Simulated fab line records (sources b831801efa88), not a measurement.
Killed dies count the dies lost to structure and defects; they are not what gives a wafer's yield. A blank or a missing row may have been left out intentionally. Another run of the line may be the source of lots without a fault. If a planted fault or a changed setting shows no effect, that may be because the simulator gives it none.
fab line records | flow sky130
record: lots: 24 wafers: 72 lastDay: 50
route steps=708 shown LI_CONTACT@381 METAL1@453 VIA1@478 METAL3@535 VIA3@588 METAL4@631
lots untouched by any fault: they come from a run of this same line in which no faults occurred
startH: hours from the record's first day to the start of the lot's first wafer shown | waitH: hours from the lot's prior step to this one | " repeats the value in the row above | L1.1+2: a row that stands for several wafers | - either no value or no given start | * or withheld: withheld | < > ~ a bound
route shown NAME@n: a module of which the file shows steps, and the number in the route of the first | usual: mean/standard deviation of fault-free wafers | same: alike in all rows | chamber/n: place in a boat | sites: per-site readings | _std_site: standard deviation of those values | _edge_site: the outer-site mean with the inner-site mean subtracted | radiusMm: how far each site lies from the wafer's centre | mask NAME#n: copy n | behind: the last tool/chamber to shape the wafer | hold: why the lot went on hold/how many hours it stayed there/how the hold came to an end | device: whichever transistor did not switch (one of n, p or np) | end of line: tests run on the same wafers once the route is complete | for a step that has no rows: nothing shown but its recipe | killed: count of dies lost to structure and defects at first sort (not the wafer's yield) | map: per-die view of a wafer (x killed, . not killed, _ where there is no die)
set.NAME: setting as actually run; set.NAME@STEP: the setting as run at that earlier step | model.NAME: the simulator's own value behind a step, which no gauge read
steps of the route over a sample of lots; a table a step, a row a wafer
services: when a tool's chamber went out of use (startH, in hours from the record's first day, below 0 if earlier), for how many hours, and the reason
== steps ==
step: SKY_LI_CONTACT_SPUTTER_19
recipe: material: Ti targetThkNm: 20 chamberPressurePa: 5 powerW: 2500 substrateTempC: 200 timeS: 106.37
usual: substrateTempC: 199.99/0.16 throttleValvePct: 29.8/0.88
columns lot.wafer tool chamber startH waitH substrateTempC throttleValvePct
L074.1 pvdSputter-03 - 673.76 0.0 200.12 30.5
L074.3 " - " " 199.82 29.8
L074.4 " - " " 199.95 29.8
L075.1 pvdSputter-03 - 677.76 0.0 200.16 29.6
L075.4 " - " " 200.02 30.6
L075.6 " - " " 199.96 29.7
L076.1 pvdSputter-03 - 684.44 0.0 200.05 29.8
L076.3 " - " " 199.93 30.7
L076.6 " - " " 200.05 30.6
L077.1 pvdSputter-03 - 701.61 0.0 199.87 30.4
L077.5 " - " " 200.31 29.8
L077.6 " - " " 200.10 30.5
L078.2 pvdSputter-01 - 701.94 0.0 199.90 31.8
L078.3 " - " " 200.16 30.9
L078.4 " - " " 199.70 28.5
L079.2 pvdSputter-03 - 718.91 0.0 199.81 30.8
L079.3 " - " " 199.86 30.6
L079.5 " - " " 200.22 30.1
L080.2 pvdSputter-02 - 732.38 0.0 200.10 28.7
L080.4 " - " " 199.95 29.2
L080.5 " - " " 200.01 28.8
L081.1 pvdSputter-01 - 736.67 0.0 199.93 31.4
L081.3 " - " " 199.97 28.6
L081.6 " - " " 199.85 30.3
L082.1 pvdSputter-03 - 745.28 0.0 199.84 30.9
L082.4 " - " " 200.01 30.1
L082.5 " - " " 200.10 29.6
L084.1 pvdSputter-02 - 756.93 0.0 199.93 30.8
L084.4 " - " " 199.68 29.2
L084.5 " - " " 200.30 29.1
L083.3 pvdSputter-01 - 756.94 0.0 199.90 31.7
L083.4 " - " " 199.98 30.9
L083.5 " - " " 200.38 28.5
L085.1 pvdSputter-03 - 766.33 0.0 200.17 30.0
L085.4 " - " " 200.09 30.7
L085.6 " - " " 199.80 30.8
L086.1 pvdSputter-02 - 772.22 0.0 199.99 29.2
L086.4 " - " " 199.75 28.7
L086.5 " - " " 200.16 28.8
L087.2 pvdSputter-02 - 786.69 0.0 199.83 29.2
L087.4 " - " " 200.21 29.1
L087.6 " - " " 199.76 28.8
L088.3 pvdSputter-02 - 789.86 0.0 199.90 29.0
L088.4 " - " " 199.93 28.9
L088.6 " - " " 199.87 30.6
L089.1 pvdSputter-03 - 808.23 0.0 200.06 30.0
L089.3 " - " " 199.95 30.8
L089.5 " - " " 200.03 29.8
L090.3 pvdSputter-02 - 810.48 0.0 199.96 29.0
L090.5 " - " " 200.07 28.6
L090.6 " - " " 200.11 28.6
L091.3 pvdSputter-01 - 816.33 0.0 199.96 31.6
L091.5 " - " " 200.20 31.5
L091.6 " - " " 200.37 28.4
L092.2 pvdSputter-02 - 821.17 0.0 200.20 28.7
L092.3 " - " " 200.14 29.1
L092.6 " - " " 199.87 28.9
L093.1 pvdSputter-02 - 831.58 0.0 199.99 28.9
L093.4 " - " " 199.79 30.7
L093.5 " - " " 199.84 29.1
L095.2 pvdSputter-03 - 836.37 0.0 199.93 30.9
L095.4 " - " " 200.05 30.8
L095.5 " - " " 199.94 30.0
L094.1 pvdSputter-02 - 841.43 0.0 200.08 28.6
L094.3 " - " " 200.22 28.8
L094.4 " - " " 200.10 28.9
L096.1 pvdSputter-02 - 844.29 0.0 199.88 30.8
L096.2 " - " " 199.79 28.6
L096.4 " - " " 200.06 29.0
L097.1 pvdSputter-03 - 864.77 0.0 200.07 30.6
L097.2 " - " " 199.96 29.9
L097.3 " - " " 199.90 29.8
step: SKY_METAL1_METAL_ETCH_19
recipe: targetDepthA: 3600 stopOn: SiO2 overEtchFrac: 0.3 timeS: 78 chemistry: Cl2/BCl3 resistSidewallDeg: 88 pressureMtorr: 10 icpW: 900 biasW: 48.5 Cl2_flow_sccm: 60 bcl3FlowSccm: 30
usual: drypumpMotorCurrentA: 5.6/0.4 oesProductAu: 0.854/0.0061 throttleValvePct: 22.264/0.0084
columns lot.wafer tool chamber startH waitH drypumpMotorCurrentA oesProductAu rfHoursCounterH throttleValvePct
L074.1 rieMetal-04 0 761.25 0.0 5.9 0.845 6 22.269
L074.3 " 0 " " 5.9 0.869 - 22.276
L074.4 " 1 " " 5.7 0.843 - 22.257
L075.1 rieMetal-01 0 764.64 0.1 4.9 0.851 12 22.254
L075.4 " 0 " " 4.9 0.856 - 22.256
L075.6 " 0 " " 4.9 0.860 - 22.275
L076.1 rieMetal-02 1 770.24 0.1 5.8 0.848 9 22.260
L076.3 " 1 " " 5.8 0.854 - 22.267
L076.6 " 1 " " 5.7 0.857 - 22.244
L077.1 rieMetal-02 1 787.15 0.0 5.7 0.858 10 22.262
L077.5 " 1 " " 5.7 0.857 - 22.280
L077.6 " 0 " " 5.5 0.850 - 22.267
L078.2 rieMetal-04 0 788.10 0.0 5.9 0.850 7 22.270
L078.3 " 0 " " 5.9 0.856 - 22.264
L078.4 " 1 " " 5.7 0.854 - 22.262
L079.2 rieMetal-04 0 805.11 0.0 5.9 0.845 7 22.242
L079.3 " 1 " " 5.8 0.849 - 22.261
L079.5 " 1 " " 5.8 0.852 - 22.253
L080.2 rieMetal-04 1 818.56 0.0 5.8 0.850 8 22.272
L080.4 " 1 " " 5.8 0.867 - 22.258
L080.5 " 1 " " 5.8 0.862 - 22.266
L081.1 rieMetal-01 1 821.95 0.0 6.0 0.857 14 22.275
L081.3 " 0 " " 4.9 0.857 - 22.254
L081.6 " 0 " " 4.9 0.860 - 22.264
L082.1 rieMetal-01 1 830.60 0.0 6.0 0.848 14 22.269
L082.4 " 1 " " 6.0 0.864 - 22.263
L082.5 " 0 " " 4.8 0.845 - 22.270
L084.1 rieMetal-02 0 841.55 0.0 5.5 0.854 2 22.261
L084.4 " 0 " " 5.5 0.866 - 22.266
L084.5 " 0 " " 5.5 0.843 - 22.255
L083.3 rieMetal-02 1 842.73 0.1 5.8 0.856 - 22.259
L083.4 " 0 " " 5.5 0.867 - 22.253
L083.5 " 0 " " 5.5 0.861 - 22.255
L085.1 rieMetal-02 1 850.90 0.0 5.7 0.858 12 22.260
L085.4 " 1 " " 5.8 0.856 - 22.259
L085.6 " 1 " " 5.8 0.863 - 22.270
L086.1 rieMetal-04 0 854.90 0.0 5.9 0.849 9 22.254
L086.4 " 0 " " 5.9 0.855 - 22.255
L086.5 " 0 " " 5.9 0.846 - 22.270
L087.2 rieMetal-04 1 870.51 0.0 5.8 0.868 10 22.274
L087.4 " 1 " " 5.8 0.850 - 22.275
L087.6 " 1 " " 5.8 0.853 - 22.256
L088.3 rieMetal-02 1 874.23 0.1 5.7 0.850 - 22.273
L088.4 " 0 " " 5.5 0.851 - 22.267
L088.6 " 0 " " 5.5 0.860 - 22.265
L089.1 rieMetal-01 0 890.34 0.1 4.8 0.845 17 22.269
L089.3 " 0 " " 4.8 0.853 - 22.260
L089.5 " 0 " " 4.8 0.849 - 22.262
L090.3 rieMetal-02 0 894.88 0.1 5.5 0.862 - 22.260
L090.5 " 1 " " 5.8 0.857 - 22.294
L090.6 " 0 " " 5.5 0.857 - 22.266
L091.3 rieMetal-01 0 898.87 0.1 4.9 0.857 - 22.276
L091.5 " 0 " " 4.9 0.852 - 22.260
L091.6 " 0 " " 4.9 0.860 - 22.271
L092.2 rieMetal-04 0 902.46 0.0 5.9 0.860 11 22.258
L092.3 " 0 " " 5.9 0.849 - 22.269
L092.6 " 1 " " 5.8 0.855 - 22.254
L093.1 rieMetal-01 0 912.94 0.1 4.9 0.848 20 22.263
L093.4 " 0 " " 4.9 0.852 - 22.276
L093.5 " 0 " " 4.9 0.846 - 22.271
L095.2 rieMetal-04 1 915.96 0.0 5.8 0.857 12 22.246
L095.4 " 1 " " 5.8 0.860 - 22.262
L095.5 " 0 " " 5.9 0.854 - 22.274
L094.1 rieMetal-01 1 921.66 0.1 6.0 0.848 0 22.265
L094.3 " 1 " " 6.0 0.855 - 22.262
L094.4 " 1 " " 6.0 0.851 - 22.264
L096.1 rieMetal-04 1 925.25 0.0 5.8 0.854 13 22.254
L096.2 " 0 " " 5.9 0.858 12 22.269
L096.4 " 1 " " 5.8 0.852 - 22.262
L097.1 rieMetal-01 1 944.45 0.1 6.0 0.856 2 22.260
L097.2 " 1 " " 6.0 0.850 - 22.275
L097.3 " 1 " " 6.0 0.858 - 22.265
step: SKY_VIA1_SPUTTER_20
recipe: material: TiN targetThkNm: 20 chamberPressurePa: 5 powerW: 4000 timeS: 80
usual: throttleValvePct: 30.0/0.91
columns lot.wafer tool chamber startH waitH throttleValvePct
L074.1 pvdSputter-01 - 790.27 0.0 30.0
L074.3 " - " " 31.4
L074.4 " - " " 28.5
L075.1 pvdSputter-01 - 793.70 0.0 31.5
L075.4 " - " " 31.1
L075.6 " - " " 28.6
L076.1 pvdSputter-02 - 799.30 0.0 30.7
L076.3 " - " " 28.9
L076.6 " - " " 29.0
L077.1 pvdSputter-02 - 816.83 0.0 30.9
L077.5 " - " " 30.6
L077.6 " - " " 29.0
L078.2 pvdSputter-01 - 817.20 0.0 28.9
L078.3 " - " " 31.4
L078.4 " - " " 31.1
L079.2 pvdSputter-03 - 834.20 0.0 30.5
L079.3 " - " " 29.8
L079.5 " - " " 30.7
L080.2 pvdSputter-03 - 847.09 0.0 29.9
L080.4 " - " " 30.6
L080.5 " - " " 29.9
L081.1 pvdSputter-01 - 849.99 0.0 30.1
L081.3 " - " " 28.6
L081.6 " - " " 30.9
L082.1 pvdSputter-03 - 858.57 0.0 29.8
L082.4 " - " " 30.7
L082.5 " - " " 30.4
L084.1 pvdSputter-03 - 869.59 0.0 30.4
L084.4 " - " " 30.1
L084.5 " - " " 29.8
L083.3 pvdSputter-02 - 870.49 0.0 29.0
L083.4 " - " " 28.9
L083.5 " - " " 28.6
L085.1 pvdSputter-03 - 879.34 0.0 30.5
L085.4 " - " " 29.7
L085.6 " - " " 30.8
L086.1 pvdSputter-01 - 882.29 0.0 31.2
L086.4 " - " " 31.8
L086.5 " - " " 30.1
L087.2 pvdSputter-01 - 898.08 0.0 31.8
L087.4 " - " " 30.9
L087.6 " - " " 30.9
L088.3 pvdSputter-02 - 901.99 0.0 29.1
L088.4 " - " " 28.9
L088.6 " - " " 28.9
L089.1 pvdSputter-01 - 916.97 0.0 30.3
L089.3 " - " " 31.6
L089.5 " - " " 28.4
L090.3 pvdSputter-02 - 922.19 0.0 28.7
L090.5 " - " " 30.8
L090.6 " - " " 29.2
L091.3 pvdSputter-01 - 926.20 0.0 30.4
L091.5 " - " " 31.5
L091.6 " - " " 28.6
L092.2 pvdSputter-03 - 929.40 0.0 29.7
L092.3 " - " " 30.7
L092.6 " - " " 29.9
L093.1 pvdSputter-03 - 939.20 0.0 30.5
L093.4 " - " " 30.0
L093.5 " - " " 30.0
L095.2 pvdSputter-03 - 942.24 0.0 29.8
L095.4 " - " " 29.9
L095.5 " - " " 29.8
L094.1 pvdSputter-03 - 948.35 0.0 30.6
L094.3 " - " " 30.5
L094.4 " - " " 29.8
L096.1 pvdSputter-03 - 952.00 0.0 29.7
L096.2 " - " " 30.7
L096.4 " - " " 30.6
L097.1 pvdSputter-02 - 970.89 0.0 28.9
L097.2 " - " " 28.7
L097.3 " - " " 28.8
step: SKY_METAL3_SPUTTER_03
recipe: material: Ti targetThkNm: 5 powerW: 3000 timeS: 3.3 chamberPressurePa: 0.4
usual: throttleValvePct: 30.2/1
columns lot.wafer tool chamber startH waitH throttleValvePct
L074.1 pvdSputter-04 - 848.25 0.0 31.2
L074.3 " - " " 31.1
L074.4 " - " " 29.5
L075.1 pvdSputter-01 - 850.89 0.0 28.6
L075.4 " - " " 30.1
L075.6 " - " " 31.7
L076.1 pvdSputter-01 - 856.19 0.0 30.5
L076.3 " - " " 31.5
L076.6 " - " " 28.7
L077.1 pvdSputter-02 - 873.74 0.0 28.9
L077.5 " - " " 28.8
L077.6 " - " " 28.9
L078.2 pvdSputter-04 - 874.36 0.0 30.6
L078.3 " - " " 29.7
L078.4 " - " " 31.2
L079.2 pvdSputter-04 - 889.56 0.0 31.2
L079.3 " - " " 31.4
L079.5 " - " " 31.3
L080.2 pvdSputter-04 - 902.16 0.0 31.2
L080.4 " - " " 29.9
L080.5 " - " " 31.2
L081.1 pvdSputter-04 - 904.47 0.0 30.3
L081.3 " - " " 31.3
L081.6 " - " " 29.6
L082.1 pvdSputter-04 - 912.86 0.0 31.1
L082.4 " - " " 30.1
L082.5 " - " " 29.9
L083.3 pvdSputter-04 - 924.17 0.0 31.3
L083.4 " - " " 31.0
L083.5 " - " " 30.2
L084.1 pvdSputter-02 - 924.67 0.0 28.9
L084.4 " - " " 30.8
L084.5 " - " " 28.9
L085.1 pvdSputter-02 - 933.82 0.0 29.2
L085.4 " - " " 28.5
L085.6 " - " " 29.1
L086.1 pvdSputter-01 - 935.79 0.0 31.4
L086.4 " - " " 31.6
L086.5 " - " " 28.6
L087.2 pvdSputter-02 - 951.32 0.0 28.9
L087.4 " - " " 30.8
L087.6 " - " " 28.8
L088.3 pvdSputter-02 - 954.64 0.0 28.8
L088.4 " - " " 29.3
L088.6 " - " " 30.4
L089.1 pvdSputter-02 - 969.82 0.0 31.1
L089.3 " - " " 29.3
L089.5 " - " " 28.5
L090.3 pvdSputter-01 - 975.64 0.0 30.7
L090.5 " - " " 28.5
L090.6 " - " " 30.3
L091.3 pvdSputter-01 - 979.20 0.0 30.9
L091.5 " - " " 30.3
L091.6 " - " " 28.7
L092.2 pvdSputter-04 - 982.01 0.0 30.0
L092.3 " - " " 31.3
L092.6 " - " " 30.3
L093.1 pvdSputter-01 - 990.26 0.0 31.4
L093.4 " - " " 28.6
L093.5 " - " " 31.5
L095.2 pvdSputter-01 - 993.64 0.0 31.8
L095.4 " - " " 30.4
L095.5 " - " " 31.2
L094.1 pvdSputter-04 - 999.89 0.0 31.1
L094.3 " - " " 31.2
L094.4 " - " " 30.4
L096.1 pvdSputter-04 - 1004.14 0.0 31.0
L096.2 " - " " 30.4
L096.4 " - " " 31.1
L097.1 pvdSputter-04 - 1021.33 0.0 30.1
L097.2 " - " " 29.9
L097.3 " - " " 31.3
step: SKY_VIA3_ETCH_15
recipe: target: SiO2 chemistry: C4F8/O2/Ar targetDepthNm: 507 stopOn: TiN maskMaterial: KrF-thick sourceW: 1500 biasW: 1200 pressureMtorr: 40 c4f8FlowSccm: withheld O2_flow_sccm: 6 Ar_flow_sccm: 300 timeS: 78
usual: oesProductAu: 0.946/0.0049
columns lot.wafer tool chamber startH waitH oesProductAu
L074.1 rieDiel-02 2 927.79 0.5 0.944
L074.3 " 1 " " 0.943
L074.4 " 3 " " 0.940
L075.1 rieDiel-02 2 928.59 0.0 0.943
L075.4 " 3 " " 0.949
L075.6 " 3 " " 0.951
L076.1 rieDiel-02 2 933.46 0.0 0.950
L076.3 " 3 " " 0.945
L076.6 " 2 " " 0.953
L077.1 rieDiel-02 1 951.64 0.0 0.948
L077.5 " 3 " " 0.942
L077.6 " 0 " " 0.949
L078.2 rieDiel-03 1 952.04 0.0 0.938
L078.3 " 2 " " 0.947
L078.4 " 3 " " 0.949
L079.2 rieDiel-02 1 965.59 0.0 0.943
L079.3 " 2 " " 0.944
L079.5 " 0 " " 0.940
L080.2 rieDiel-03 1 978.84 0.0 0.946
L080.4 " 0 " " 0.940
L080.5 " 0 " " 0.954
L081.1 rieDiel-03 1 980.26 0.0 0.943
L081.3 " 2 " " 0.939
L081.6 " 3 " " 0.947
L082.1 rieDiel-04 3 986.95 0.0 0.943
L082.4 " 0 " " 0.943
L082.5 " 3 " " 0.936
L083.3 rieDiel-02 1 999.44 0.0 0.953
L083.4 " 3 " " 0.951
L083.5 " 0 " " 0.941
L084.1 rieDiel-03 3 1000.09 0.0 0.946
L084.4 " 1 " " 0.944
L084.5 " 0 " " 0.945
L085.1 rieDiel-03 0 1007.99 0.0 0.952
L085.4 " 1 " " 0.953
L085.6 " 2 " " 0.952
L086.1 rieDiel-02 0 1008.72 0.0 0.947
L086.4 " 0 " " 0.944
L086.5 " 1 " " 0.946
L087.2 rieDiel-02 0 1028.10 0.0 0.948
L087.4 " 2 " " 0.946
L087.6 " 2 " " 0.948
L088.3 rieDiel-04 3 1028.45 0.0 0.937
L088.4 " 2 " " 0.936
L088.6 " 0 " " 0.936
L089.1 rieDiel-02 3 1040.11 0.0 0.945
L089.3 " 2 " " 0.948
L089.5 " 2 " " 0.949
L090.3 rieDiel-04 2 1046.80 0.0 0.943
L090.5 " 3 " " 0.943
L090.6 " 2 " " 0.945
L091.3 rieDiel-04 0 1050.75 0.0 0.944
L091.5 " 2 " " 0.941
L091.6 " 3 " " 0.953
L092.2 rieDiel-02 2 1053.49 0.0 0.954
L092.3 " 3 " " 0.942
L092.6 " 1 " " 0.943
L093.1 rieDiel-02 2 1060.34 0.0 0.951
L093.4 " 0 " " 0.947
L093.5 " 3 " " 0.939
L095.2 rieDiel-03 0 1062.51 0.0 0.940
L095.4 " 1 " " 0.943
L095.5 " 0 " " 0.944
L094.1 rieDiel-03 0 1068.55 0.0 0.947
L094.3 " 1 " " 0.946
L094.4 " 2 " " 0.942
L096.1 rieDiel-04 2 1072.21 0.0 0.940
L096.2 " 1 " " 0.948
L096.4 " 0 " " 0.942
L097.1 rieDiel-03 2 1088.15 0.0 0.945
L097.2 " 3 " " 0.943
L097.3 " 1 " " 0.940
step: SKY_METAL4_DESCUM_15
recipe: chemistry: O2 sourcePowerW: 150 biasPowerW: 0 pressureMtorr: 10 tempC: 40 timeS: 8
usual: drypumpMotorCurrentA: 5.6/0.41 oesProductAu: 0.998/0.012
same: biasPowerW: 0
columns lot.wafer tool chamber startH waitH drypumpMotorCurrentA oesProductAu rfHoursCounterH
L074.1 rieMetal-03 1 978.70 0.0 5.5 0.977 18
L074.3 " 1 " " 5.4 0.978 -
L074.4 " 0 " " 5.9 0.993 -
L075.1 rieMetal-01 1 979.76 0.0 6.0 1.007 4
L075.4 " 0 " " 4.9 1.009 -
L075.6 " 1 " " 6.0 1.019 -
L076.1 rieMetal-04 0 983.20 0.0 5.9 0.985 16
L076.3 " 0 " " 5.9 0.979 -
L076.6 " 0 " " 5.9 0.980 -
L077.1 rieMetal-01 0 1002.31 0.0 4.9 1.000 3
L077.5 " 1 " " 6.0 1.004 -
L077.6 " 0 " " 4.9 0.999 -
L078.2 rieMetal-03 1 1002.72 0.0 5.4 0.995 19
L078.3 " 0 " " 5.9 1.014 -
L078.4 " 1 " " 5.5 0.991 -
L079.2 rieMetal-01 0 1014.31 0.0 4.8 1.009 4
L079.3 " 0 " " 4.9 1.010 -
L079.5 " 0 " " 4.8 1.010 -
L080.2 rieMetal-04 0 1027.90 0.0 5.9 0.990 19
L080.4 " 0 " " 5.9 0.994 -
L080.5 " 0 " " 5.9 0.997 -
L081.1 rieMetal-03 0 1029.45 0.0 5.9 1.005 18
L081.3 " 0 " " 5.9 0.997 -
L081.6 " 0 " " 5.9 1.004 -
L082.1 rieMetal-01 1 1035.77 0.0 6.0 1.001 7
L082.4 " 0 " " 4.9 1.011 -
L082.5 " 1 " " 6.0 1.001 -
L083.3 rieMetal-01 0 1047.07 0.0 4.9 1.005 -
L083.4 " 1 " " 6.0 1.013 -
L083.5 " 0 " " 4.9 1.012 -
L084.1 rieMetal-01 0 1047.90 0.0 4.9 1.008 6
L084.4 " 0 " " 4.9 1.005 -
L084.5 " 0 " " 4.9 1.012 -
L085.1 rieMetal-01 0 1055.02 0.0 4.9 1.012 6
L085.4 " 1 " " 6.0 1.002 -
L085.6 " 1 " " 6.0 1.011 -
L086.1 rieMetal-01 1 1055.67 0.0 6.0 1.016 8
L086.4 " 1 " " 6.0 1.015 -
L086.5 " 0 " " 4.8 1.015 -
L087.2 rieMetal-04 0 1074.47 0.0 5.9 1.005 23
L087.4 " 0 " " 5.9 0.999 -
L087.6 " 0 " " 5.9 0.995 -
L088.3 rieMetal-04 0 1075.18 0.0 5.9 1.002 -
L088.4 " 1 " " 5.7 0.992 -
L088.6 " 0 " " 5.9 0.990 -
L089.1 rieMetal-03 0 1085.86 0.0 5.9 0.991 22
L089.3 " 0 " " 5.9 0.990 -
L089.5 " 0 " " 5.9 0.995 -
L090.3 rieMetal-04 0 1090.02 0.0 5.9 0.990 -
L090.5 " 0 " " 5.9 0.998 -
L090.6 " 1 " " 5.8 0.986 -
L091.3 rieMetal-03 0 1095.26 0.0 5.9 0.993 -
L091.5 " 0 " " 5.9 0.991 -
L091.6 " 1 " " 5.4 0.973 -
L092.2 rieMetal-04 0 1096.75 0.0 5.9 1.003 24
L092.3 " 0 " " 5.9 0.992 -
L092.6 " 0 " " 5.9 0.997 -
L093.1 rieMetal-01 0 1103.97 0.0 4.9 1.008 10
L093.4 " 1 " " 5.9 1.015 -
L093.5 " 1 " " 6.0 1.007 -
L095.2 rieMetal-04 0 1105.05 0.0 5.9 0.992 25
L095.4 " 1 " " 5.8 0.994 -
L095.5 " 0 " " 5.9 1.002 -
L094.1 rieMetal-03 0 1110.61 0.0 5.9 0.997 24
L094.3 " 1 " " 5.4 0.976 -
L094.4 " 0 " " 5.9 0.992 -
L096.1 rieMetal-03 1 1115.02 0.0 5.4 0.985 27
L096.2 " 0 " " 5.9 1.005 24
L096.4 " 1 " " 5.5 0.974 -
L097.1 rieMetal-04 0 1130.62 0.0 5.9 0.980 27
L097.2 " 1 " " 5.7 0.992 25
L097.3 " 1 " " 5.8 1.000 -
== services ==
columns tool chamber startH hours kind
rieDiel-02 1 668.22 2.1 repair
rieMetal-01 - 685.14 0.6 repair
rieMetal-01 1 689.39 10.5 repair
pvdSputter-04 - 727.52 9.9 repair
rieMetal-01 - 731.70 14.6 pm
rieMetal-01 1 762.72 11.5 repair
rieMetal-01 - 768.38 0.2 repair
rieDiel-02 3 790.03 23.9 repair
rieMetal-04 1 824.33 14.4 repair
pvdSputter-02 - 939.27 0.7 repair
pvdSputter-01 - 944.39 1.8 repair
pvdSputter-03 - 980.56 1.7 repair
pvdSputter-03 - 981.29 2.4 repair
pvdSputter-02 - 995.28 26.8 repair
pvdSputter-03 - 1007.04 9.2 repair
pvdSputter-03 - 1015.63 1.5 repair
pvdSputter-01 - 1023.38 7.0 repair
rieMetal-04 1 1030.04 22.0 repair
pvdSputter-01 - 1030.49 4.5 repair
pvdSputter-03 - 1065.68 2.2 repair
pvdSputter-03 - 1078.53 2.4 repair
pvdSputter-02 - 1080.98 1.0 repair
pvdSputter-03 - 1094.08 0.5 repair
rieMetal-04 - 1118.94 0.5 repair
== key ==
fault none
